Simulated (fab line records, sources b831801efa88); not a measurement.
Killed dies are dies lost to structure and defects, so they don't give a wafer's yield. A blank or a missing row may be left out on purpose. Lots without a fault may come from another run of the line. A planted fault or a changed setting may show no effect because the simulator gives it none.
fab line records | flow sky130 | part 2 of 2: steps 31 to 42 of 42
record lots=5 wafers=15 last_day=51
route steps=708 shown PWDE@51 NWELL@56 VT_ADJUST_HVTP@85
lots that met no fault: from a run of the same line without faults
start_h: hours from the record's first day to the start of the lot's first wafer shown | wait_h: hours since the lot's step before | " the same as in the row above | L1.1+2: a row that stands for several wafers | - no value, or no start given | * or withheld: withheld | < > ~ a bound
route shown NAME@n: a module of which the file shows steps, and the number in the route of the first | usual: mean/standard deviation of fault-free wafers | same: alike in all rows | chamber/n: place in a boat | sites: the reading at each site | _std_site: their standard deviation | _edge_site: outer sites' mean less inner sites' | radius_mm: how far each site lies from the wafer's centre | mask NAME#n: copy n | behind: the tool/chamber that last shaped the wafer | hold: why the lot was held/for how many hours/how that ended | device: the transistor (n, p or np) that didn't switch | end of line: the same wafers' tests at the end of the route | a step without rows: its recipe alone | killed: dies lost to structure and defects at the first sort, not the wafer's yield | map: a wafer's dies, x killed, . not, _ none there
set.NAME: the setting as run; set.NAME@STEP: as run at that earlier step | model.NAME: the simulator's own value behind a step, which no gauge read
lots at some steps of the route; a table a step, a row a wafer
services: from which hour (start_h, from the record's first day; less than 0 if before it) a tool's chamber was out of use, for how many hours, and why
## steps
# step SKY_NWELL_RTA_28
# recipe temp_c=1050 time_s=30 idle_temp_c=650 ramp_up_c_per_s=150 ramp_down_c_per_s=90 ambient=N2
# usual chamber_o2_ppm=1.997/0.022 lamp_power_pct=25.30/0.052 wafer_temp_C_max=1054.8/0.92
# columns lot.wafer tool chamber start_h wait_h chamber_o2_ppm lamp_power_pct wafer_temp_C_max
L074.1 rtp_anneal-02 0 111.85 0.0 1.978 25.34 1055.2
L074.3 " 0 " " 1.985 25.30 1055.6
L074.6 " 0 " " 1.973 25.32 1055.1
L080.1 rtp_anneal-02 0 143.60 0.0 1.985 25.32 1054.1
L080.2 " 0 " " 2.014 25.24 1053.4
L080.4 " 0 " " 1.994 25.26 1054.7
L081.1 rtp_anneal-01 0 151.25 0.0 1.998 25.31 1057.6
L081.2 " 0 " " 1.938 25.27 1054.7
L081.5 " 0 " " 1.988 25.31 1054.3
L082.4 rtp_anneal-02 0 158.28 0.1 2.011 25.29 1055.3
L082.5 " 0 " " 1.964 25.31 1053.9
L082.6 " 0 " " 1.972 25.28 1055.0
L096.1 rtp_anneal-01 0 240.55 0.0 1.987 25.30 1056.0
L096.2 " 0 " " 1.972 25.31 1054.4
L096.4 " 0 " " 1.973 25.24 1054.4
# step SKY_NWELL_RS_MEAS_29
# recipe thk_meas_gauge=four-point-probe
# usual NWELL_RS=623.3/1.5
# columns lot.wafer tool chamber start_h wait_h NWELL_RS[ohm/sq]
L074.1 film_metro-03 - 111.95 0.1 625.2
L074.3 " - " " 626.1
L074.6 " - " " 624.8
L080.1 film_metro-02 - 143.70 0.1 621.7
L080.2 " - " " 622.9
L080.4 " - " " 624.0
L081.1 film_metro-01 - 151.35 0.1 621.9
L081.2 " - " " 622.3
L081.5 " - " " 623.1
L082.4 film_metro-03 - 158.39 0.1 620.1
L082.5 " - " " 621.6
L082.6 " - " " 622.6
L096.1 film_metro-03 - 240.65 0.1 623.8
L096.2 " - " " 624.1
L096.4 " - " " 624.4
# step SKY_NWELL_RS_MEAS_31
# recipe thk_meas_gauge=four-point-probe
# usual PWDE_RS=5281/19
# columns lot.wafer tool chamber start_h wait_h PWDE_RS[ohm/sq]
L074.1 film_metro-03 - 112.19 0.1 5324
L074.3 " - " " 5299
L074.6 " - " " 5301
L080.1 film_metro-02 - 143.94 0.1 5274
L080.2 " - " " 5279
L080.4 " - " " 5297
L081.1 film_metro-01 - 151.59 0.1 5271
L081.2 " - " " 5276
L081.5 " - " " 5295
L082.4 film_metro-03 - 158.63 0.1 5290
L082.5 " - " " 5277
L082.6 " - " " 5265
L096.1 film_metro-03 - 240.89 0.1 5261
L096.2 " - " " 5249
L096.4 " - " " 5272
# step SKY_VT_ADJUST_HVTP_DEHYDRATE_00
# recipe temp_c=200 time_s=60
# columns lot.wafer tool chamber start_h wait_h
L074.1+3+6 litho_track-02 0 120.57 8.4
L080.1+2+4 litho_track-02 0 153.27 9.3
L081.1+2+5 litho_track-04 0 161.00 9.4
L082.4+5+6 litho_track-04 0 167.83 9.2
L096.1+2+4 litho_track-04 0 251.70 10.8
# step SKY_VT_ADJUST_HVTP_HMDS_01
# recipe prime_time_s=60 prime_temp_c=120
# columns lot.wafer tool chamber start_h wait_h
L074.1+3+6 litho_track-02 0 120.72 0.1
L080.1+2+4 litho_track-02 0 153.42 0.1
L081.1+2+5 litho_track-04 0 161.15 0.1
L082.4+5+6 litho_track-04 0 167.98 0.1
L096.1+2+4 litho_track-04 0 251.85 0.1
# step SKY_VT_ADJUST_HVTP_COAT_02
# recipe resist=NOVOLAK spin_rpm=3000 resist_thk_nm=1140
# columns lot.wafer tool chamber start_h wait_h
L074.1+3+6 litho_track-02 0 120.87 0.1
L080.1+2+4 litho_track-02 0 153.57 0.1
L081.1+2+5 litho_track-04 0 161.30 0.1
L082.4+5+6 litho_track-04 0 168.13 0.1
L096.1+2+4 litho_track-04 0 252.00 0.1
# step SKY_VT_ADJUST_HVTP_SOFTBAKE_03
# recipe temp_c=90 time_s=60 resist=NOVOLAK
# columns lot.wafer tool chamber start_h wait_h
L074.1+3+6 litho_track-02 0 121.02 0.1
L080.1+2+4 litho_track-02 0 153.72 0.1
L081.1+2+5 litho_track-04 0 161.45 0.1
L082.4+5+6 litho_track-04 0 168.28 0.1
L096.1+2+4 litho_track-04 0 252.15 0.1
# step SKY_VT_ADJUST_HVTP_EXPOSE_04
# recipe mask_id=HVTPM na=0.6 source_shape=conventional sigma_outer=0.6 polarization=unpolarized target_cd_nm=380 dose_mj=140
# usual exposure_dose_mJ_cm2=139.93/0.13 focus_offset_nm=0.0/0.51
# columns lot.wafer tool chamber start_h wait_h mask exposure_dose_mJ_cm2 focus_offset_nm
L074.1 iline_stepper-01 0 - - HVTPM#0 139.92 -0.5
L074.3 " 0 " " HVTPM#0 139.85 -0.3
L074.6 " 0 " " HVTPM#0 139.75 -0.7
L080.1 iline_stepper-02 0 - - HVTPM#0 140.08 0.6
L080.2 " 0 " " HVTPM#0 140.10 0.5
L080.4 " 0 " " HVTPM#0 140.19 0.3
L081.1 iline_stepper-01 0 - - HVTPM#0 140.13 0.3
L081.2 " 0 " " HVTPM#0 139.80 -1.0
L081.5 " 0 " " HVTPM#0 139.80 -0.4
L082.4 iline_stepper-01 0 - - HVTPM#0 139.94 0.7
L082.5 " 0 " " HVTPM#0 139.95 -0.9
L082.6 " 0 " " HVTPM#0 139.83 0.0
L096.1 iline_stepper-01 0 - - HVTPM#0 139.89 0.7
L096.2 " 0 " " HVTPM#0 140.04 0.3
L096.4 " 0 " " HVTPM#0 139.86 0.5
# step SKY_VT_ADJUST_HVTP_PEB_05
# recipe temp_c=withheld time_s=* resist=NOVOLAK
# columns lot.wafer tool chamber start_h wait_h
L074.1+3+6 litho_track-04 0 - -
L080.1+2+4 litho_track-02 0 - -
L081.1+2+5 litho_track-02 0 - -
L082.4+5+6 litho_track-02 0 - -
L096.1+2+4 litho_track-04 0 - -
# step SKY_VT_ADJUST_HVTP_DEVELOP_06
# recipe resist=NOVOLAK developer=TMAH develop_time_s=60 dev_temp_c=23
# columns lot.wafer tool chamber start_h wait_h
L074.1+3+6 litho_track-04 0 130.95 0.1
L080.1+2+4 litho_track-02 0 163.32 0.1
L081.1+2+5 litho_track-02 0 171.17 0.1
L082.4+5+6 litho_track-02 0 178.99 0.1
L096.1+2+4 litho_track-04 0 264.60 0.1
# step SKY_VT_ADJUST_HVTP_CD_MEAS_07
# recipe target_cd_nm=380
# usual cd_nm=381/3.2
# columns lot.wafer tool chamber start_h wait_h cd_nm
L074.1 cd_sem-02 - 131.10 0.1 380
L074.3 " - " " 381
L074.6 " - " " 380
L080.1 cd_sem-02 - 163.47 0.1 373
L080.2 " - " " 374
L080.4 " - " " 375
L081.1 cd_sem-02 - 171.32 0.1 383
L081.2 " - " " 382
L081.5 " - " " 383
L082.4 cd_sem-02 - 179.13 0.1 381
L082.5 " - " " 378
L082.6 " - " " 376
L096.1 cd_sem-01 - 264.75 0.1 382
L096.2 " - " " 382
L096.4 " - " " 381
# step SKY_VT_ADJUST_HVTP_OVL_MEAS_08
# usual VT_ADJUST_HVTP_OVL=-0.8/1.4
# columns lot.wafer tool chamber start_h wait_h VT_ADJUST_HVTP_OVL[nm]
L074.1 overlay-01 - 131.22 0.1 -0.5
L074.3 " - " " 0.5
L074.6 " - " " -0.4
L080.1 overlay-02 - 163.59 0.1 2.5
L080.2 " - " " -0.6
L080.4 " - " " 0.9
L081.1 overlay-02 - 171.44 0.1 -1.0
L081.2 " - " " -1.3
L081.5 " - " " 0.4
L082.4 overlay-01 - 179.21 0.1 -0.5
L082.5 " - " " -1.1
L082.6 " - " " -0.2
L096.1 overlay-02 - 264.87 0.1 -0.9
L096.2 " - " " 0.1
L096.4 " - " " -1.4
## services
# columns tool chamber start_h hours kind
plasma_asher-04 - 65.12 2.8 pm
implanter-02 - 83.71 6.4 pm
implanter-03 - 110.23 1.5 repair
implanter-02 - 117.48 1.3 repair
iline_stepper-02 - 119.55 5.2 repair
plasma_asher-02 - 123.05 1.7 repair
implanter-02 - 124.59 1.6 repair
plasma_asher-02 - 125.45 3.9 repair
plasma_asher-04 - 144.76 23.9 pm
iline_stepper-02 - 148.01 5.8 repair
wet_bench-02 - 161.26 1.5 repair
iline_stepper-01 - 181.06 1.7 pm
plasma_asher-01 - 182.72 3.4 repair
plasma_asher-02 - 184.59 14.6 pm
implanter-02 - 198.76 1.4 repair
implanter-03 - 205.83 5.3 pm
rtp_anneal-01 - 212.61 5.3 pm
implanter-01 - 217.47 6.1 repair
iline_stepper-01 0 224.55 - calibration
iline_stepper-02 0 234.29 - calibration
plasma_asher-01 - 239.63 2.8 pm
implanter-03 - 241.74 3.8 repair
iline_stepper-02 - 251.59 1.7 pm
